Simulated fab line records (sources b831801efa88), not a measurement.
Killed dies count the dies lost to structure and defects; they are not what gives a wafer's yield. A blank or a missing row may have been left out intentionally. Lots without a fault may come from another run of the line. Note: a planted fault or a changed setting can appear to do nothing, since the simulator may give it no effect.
Chamber matching	flow sky130	4 sister chambers for SKY_VIA2_CMP_24 on cmp-01
The step polishes, stops on SiO2, t overpolish 20 s, target thk 0 nm. 14 wafers are shown with their chamber, then 7 later ones without.

== EACH WAFER AND ITS CHAMBER ==
wafer	chamber	motorCurrentA (A)
L848.2	2	11.6
L848.3	0	11.7
L848.6	0	11.1
L857.2	0	11.6
L857.4	2	12.0
L857.5	2	12.7
L855.1	1	9.8
L855.4	0	11.5
L855.5	3	11.4
L863.3	3	11.5
L863.4	0	11.5
L863.6	2	11.7
L868.1	0	11.7
L868.2	2	12.2

SIGNATURES (means of the wafers above)
reading	chamber 0	chamber 1	chamber 2	chamber 3	scatter within a chamber
motorCurrentA	11.517	9.800	12.040	11.450	0.32
Rule: a wafer lies at a distance from a chamber equal to the root of the sum of squares, over the readings, of (its reading less the chamber's mean, divided by the reading's scatter). The wafer belongs to the nearest chamber; if the next one is less than 2 further off, it can't be placed. The scatter: take each reading less its chamber's mean, square it, sum over the shown wafers, divide by the number of wafers less the number of chambers, and take the root.

== WAFERS WITHOUT THEIR CHAMBER ==
wafer	motorCurrentA (A)
L868.6	12.0
L869.2	10.1
L869.3	12.6
L869.6	12.2
L871.2	12.1
L871.3	9.8
L871.4	11.6

== WHICH CHAMBER EACH WENT THROUGH ==
wafer	from the rows above	in truth
L868.6	can't be placed: 2 or 0 or 3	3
L869.2	1	1
L869.3	can't be placed: 2 or 0 or 3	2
L869.6	can't be placed: 2 or 0 or 3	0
L871.2	can't be placed: 2 or 0 or 3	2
L871.3	1	1
L871.4	can't be placed: 0 or 3 or 2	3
Correct placement for 2 of the 7. Not placeable from these rows: 5 (in 5, the candidates include the true chamber). 0 placed wrongly.
